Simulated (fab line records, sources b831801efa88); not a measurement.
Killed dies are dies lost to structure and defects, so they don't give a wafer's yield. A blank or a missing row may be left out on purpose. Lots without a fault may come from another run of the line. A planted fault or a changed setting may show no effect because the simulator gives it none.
Which tool did it? | flow gf180mcu | 6 lots, 18 wafers sampled, at 2 steps of a route of 602

WHAT THE GAUGES READ, wafer by wafer
GF_STI_CD_MEAS_12: target cd 220 nm.
lot  | measured    | on        | cd_nm (nm)
L512 | day 2 19:10 | cd_sem-01 | 219.1 219.9 220.5
L521 | day 4 15:04 | cd_sem-02 | 180.3 180.0 178.3 180.3 179.9 178.3
L525 | day 5 11:44 | cd_sem-02 | 222.4 221.4 220.9
L527 | day 5 21:52 | cd_sem-01 | 220.2 218.9 220.3
L530 | day 6 13:35 | cd_sem-01 | 221.7 222.3 221.3
L532 | day 6 23:19 | cd_sem-01 | 220.2 220.7 219.6

WHICH TOOL RAN EACH LOT (tool, then ch and the chambers of the sampled wafers, then the start)
lot  | GF_STI_EXPOSE_09
L512 | krf_scanner-01 ch 0, day 2 13:00
L521 | krf_scanner-02 ch 0, day 4 08:29
L525 | krf_scanner-02 ch 0, day 5 04:38
L527 | krf_scanner-01 ch 0, day 5 14:34
L530 | krf_scanner-01 ch 0, day 6 05:55
L532 | krf_scanner-02 ch 0, day 6 16:37
- GF_STI_EXPOSE_09: exposes mask COMP, target cd 220 nm.

THE ANSWER, worked out from the rows above alone
Rule: what is usual is taken from the lots themselves. Put in order of their means at a reading, lots are off if they are a third of the lots or fewer, leave a main group of 4 or more, and stand apart from it by a gap of 3 or more times the standard deviation of the main group's means; of several such gaps the widest counts. A main group whose means are all the same, to the digits that the tables above print for the reading, isn't used. A lot without any number at a reading at which 4 lots or more have one is off too. The other lots that the step has rows for count as sound.
Off: L521, at GF_STI_CD_MEAS_12 (cd_nm). The main group: mean 220.6 nm, standard deviation 0.86.
A tool fits if, at a process step before that reading, it ran every lot that is off, and no sound lot after the first of them. The gauges at GF_STI_CD_MEAS_12 are tried like those tools. None of those tried fits.

WHAT THE SIMULATOR HAD PUT IN
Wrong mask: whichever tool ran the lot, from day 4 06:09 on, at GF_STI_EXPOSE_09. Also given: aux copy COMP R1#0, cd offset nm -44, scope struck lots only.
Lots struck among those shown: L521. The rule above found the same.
